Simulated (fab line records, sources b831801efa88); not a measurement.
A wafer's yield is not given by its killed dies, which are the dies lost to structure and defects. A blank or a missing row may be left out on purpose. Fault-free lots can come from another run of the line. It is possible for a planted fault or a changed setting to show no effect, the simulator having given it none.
Chamber matching | flow sky130 | 3 sister chambers for SKY_LI_CONTACT_HDPCVD_00 on hdpcvd-02
The step deposits PSG, target thk 930 nm, time 155 s. 18 wafers are shown with their chamber, then 8 later ones without.

## WAFERS WITH THEIR CHAMBER
wafer  | chamber | pressureMtorr (mTorr) | susceptorTempC (C)
L525.2 | 0       | 5.985                 | 600.0
L525.3 | 2       | 5.998                 | 600.0
L525.5 | 2       | 5.990                 | 599.9
L527.1 | 0       | 6.007                 | 599.9
L527.4 | 1       | 6.005                 | 600.4
L527.5 | 0       | 6.012                 | 600.0
L528.1 | 1       | 6.000                 | 600.3
L528.2 | 0       | 6.009                 | 600.7
L528.3 | 2       | 6.001                 | 600.2
L529.1 | 0       | 5.998                 | 600.0
L529.3 | 1       | 5.983                 | 599.7
L529.6 | 2       | 6.003                 | 600.3
L530.3 | 1       | 6.019                 | 600.2
L530.5 | 2       | 5.981                 | 600.0
L530.6 | 1       | 6.005                 | 600.3
L532.4 | 1       | 5.993                 | 600.0
L532.6 | 2       | 6.008                 | 600.1
L533.1 | 2       | 6.002                 | 599.8

SIGNATURES, as means of the wafers listed above
reading        | chamber 0 | chamber 1 | chamber 2 | scatter within a chamber
pressureMtorr  | 6.00220   | 6.00083   | 5.99757   | 0.0107
susceptorTempC | 600.120   | 600.150   | 600.043   | 0.25
Rule: a wafer lies at a distance from a chamber equal to the root of the sum of squares, over the readings, of (its reading less the chamber's mean, divided by the reading's scatter). The wafer belongs to the nearest chamber; if the next one is less than 2 further off, it can't be placed. The scatter: the root of (the sum of the squares of (reading less its chamber's mean) over the shown wafers, divided by (wafers less chambers)).

## WAFERS MISSING THEIR CHAMBER
wafer  | pressureMtorr (mTorr) | susceptorTempC (C)
L533.2 | 6.007                 | 599.9
L533.3 | 6.004                 | 600.0
L534.1 | 5.991                 | 600.3
L534.4 | 6.001                 | 600.1
L534.5 | 5.999                 | 600.3
L547.1 | 6.002                 | 599.8
L547.3 | 5.989                 | 600.0
L547.5 | 5.990                 | 599.8

## WHICH CHAMBER EACH WENT THROUGH
wafer  | from the rows above          | in truth
L533.2 | can't be placed: 0 or 2 or 1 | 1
L533.3 | can't be placed: 0 or 2 or 1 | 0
L534.1 | can't be placed: 1 or 2 or 0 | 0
L534.4 | can't be placed: 0 or 1 or 2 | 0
L534.5 | can't be placed: 1 or 0 or 2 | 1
L547.1 | can't be placed: 2 or 0 or 1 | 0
L547.3 | can't be placed: 2 or 1 or 0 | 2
L547.5 | can't be placed: 2 or 0 or 1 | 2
Placed correctly: 0 of 8. These rows do not allow placing 8 (true chamber among the candidates in 8). Wrongly placed: 0.
